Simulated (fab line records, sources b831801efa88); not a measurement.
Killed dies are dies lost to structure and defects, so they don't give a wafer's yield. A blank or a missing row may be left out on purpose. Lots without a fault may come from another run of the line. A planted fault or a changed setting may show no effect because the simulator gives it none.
Chamber matching | flow sky130 | SKY_VIA1_CMP_24 on cmp-02: 4 sister chambers
The step polishes, stops on SiO2, t overpolish 15 s, target thk 0 nm. 4 wafers are shown with their chamber, then 8 later ones without.

WAFERS WITH THEIR CHAMBER
wafer  | chamber | motor_current_A (A)
L447.2 | 3       | 11.5
L448.2 | 2       | 11.8
L448.4 | 0       | 10.0
L457.1 | 1       | 12.2

WAFERS WITHOUT THEIR CHAMBER
wafer  | motor_current_A (A)
L457.2 | 11.2
L457.4 | 11.9
L459.3 | 11.3
L459.4 | 10.2
L459.5 | 11.6
L461.2 | 10.3
L461.3 | 12.2
L461.4 | 11.3

WHICH CHAMBER EACH WENT THROUGH
wafer  | from the rows above          | in truth
L457.2 | can't be placed: 3 or 2      | 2
L457.4 | can't be placed: 2 or 1 or 3 | 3
L459.3 | can't be placed: 3 or 2      | 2
L459.4 | 0                            | 0
L459.5 | can't be placed: 3 or 2      | 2
L461.2 | 0                            | 0
L461.3 | can't be placed: 1 or 2      | 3
L461.4 | can't be placed: 3 or 2      | 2
Placed correctly: 2 of 8. Can't be placed from these rows: 6 (the true chamber is among the candidates in 5). Placed wrongly: 0.
How it was worked out, from the rows above alone: a wafer's distance from a chamber is the root of the sum, over the readings, of the square of ((its reading less the chamber's mean) divided by the reading's scatter). The wafer belongs to the nearest chamber; if the next one is less than 2 further off, it can't be placed. A chamber's mean is the mean of its shown wafers. The scatter: with one shown wafer a chamber, the root of the mean of the squares of how far each hidden wafer lies from its nearest shown one.
